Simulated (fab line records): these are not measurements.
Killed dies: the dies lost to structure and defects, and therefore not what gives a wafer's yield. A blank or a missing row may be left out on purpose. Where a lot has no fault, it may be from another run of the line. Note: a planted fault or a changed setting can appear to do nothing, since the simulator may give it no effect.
Which tool was responsible?	flow sky130	13 lots with 39 wafers sampled at 2 steps, on a route of 708 steps

## WHAT THE GAUGES SHOWED, per wafer
SKY_VT_ADJUST_HVTR_TW_MEAS_11. Usual: VT_ADJUST_HVTR_TW gives 212.5 (standard deviation 2.6).
lot	measured	on	VT_ADJUST_HVTR_TW	flag
L531	day 10 08:03	film_metro-01	216.3 216.0 215.2	
L533	day 10 14:50	film_metro-02	213.7 213.3 213.1	
L536	day 11 10:10	film_metro-02	213.3 213.6 213.4	
L537	day 11 18:24	film_metro-02	212.8 212.0 213.0	
L543	day 13 16:16	film_metro-01	213.6 214.4 215.0	
L545	day 15 01:09	film_metro-02	214.0 212.1 214.1	
L544	day 15 01:21	film_metro-01	214.8 215.9 214.3	
L546	day 15 04:20	film_metro-03	209.0 209.6 209.5	
L547	day 15 13:20	film_metro-03	209.0 208.4 208.7	
L549	day 15 13:58	film_metro-03	207.9 209.3 209.1	
L551	day 16 06:48	film_metro-03	207.1 207.7 208.5	
L550	day 16 07:06	film_metro-01	215.0 214.6 214.9	
L552	day 16 22:58	film_metro-02	214.0 213.7 214.1	

SKY_SONOS_ONO_THK_MEAS_05. Usual: SONOS_ONO_CVD_04_THK gives 5.71 nm (standard deviation 0.087).
lot	measured	on	SONOS_ONO_CVD_04_THK (nm)	flag
L531	day 12 09:39	film_metro-04	5.71 5.55 5.55	
L533	day 12 17:49	film_metro-01	5.59 5.54 5.55	
L536	day 13 19:39	film_metro-01	5.74 5.66 5.63	
L537	day 14 01:11	film_metro-04	5.81 5.85 5.75	
L543	day 16 04:06	film_metro-01	5.77 5.62 5.82	
L545	day 17 13:17	film_metro-03	5.72 5.81 5.75	
L544	day 17 14:38	film_metro-01	5.71 5.70 5.74	
L546	day 17 18:52	film_metro-04	5.80 5.78 5.73	
L547	day 18 04:38	film_metro-04	5.71 5.71 5.63	
L549	day 18 04:41	film_metro-01	5.65 5.68 5.61	
L551	day 18 23:05	film_metro-03	5.71 5.77 5.76	
L550	day 19 00:20	film_metro-04	5.60 5.64 5.64	
L552	day 19 17:23	film_metro-03	5.65 5.65 5.67	

## WHAT TOOL EACH LOT RAN ON (gives the tool, then ch and the chambers of the sampled wafers, and finally the start)
Record: no process step prior to these readings.

## AS READ BY THE TOOLS THEMSELVES (means over the sampled wafers that have a number; for cases with no such wafer, the mark the record gives instead)
The record holds no such reading with a usual standard deviation.

## THE ANSWER, worked out from the rows above alone
Rule: lot off if the mean of its wafers having a number is beyond 3 standard deviations from the usual mean. Also off: a lot with no number at a reading for which 4 or more lots have one. Where the step has rows for the other lots, those lots are counted as sound. First the gauges in route order, then the tools' own readings, where a lot's mean is used as printed above. The first step at which some lot is off is used, and at that step the reading that is off furthest; a lot without a number counts as furthest.
No lot is off on any of the readings shown, so nothing can be concluded from this.

## WHAT THE SIMULATOR PUT IN
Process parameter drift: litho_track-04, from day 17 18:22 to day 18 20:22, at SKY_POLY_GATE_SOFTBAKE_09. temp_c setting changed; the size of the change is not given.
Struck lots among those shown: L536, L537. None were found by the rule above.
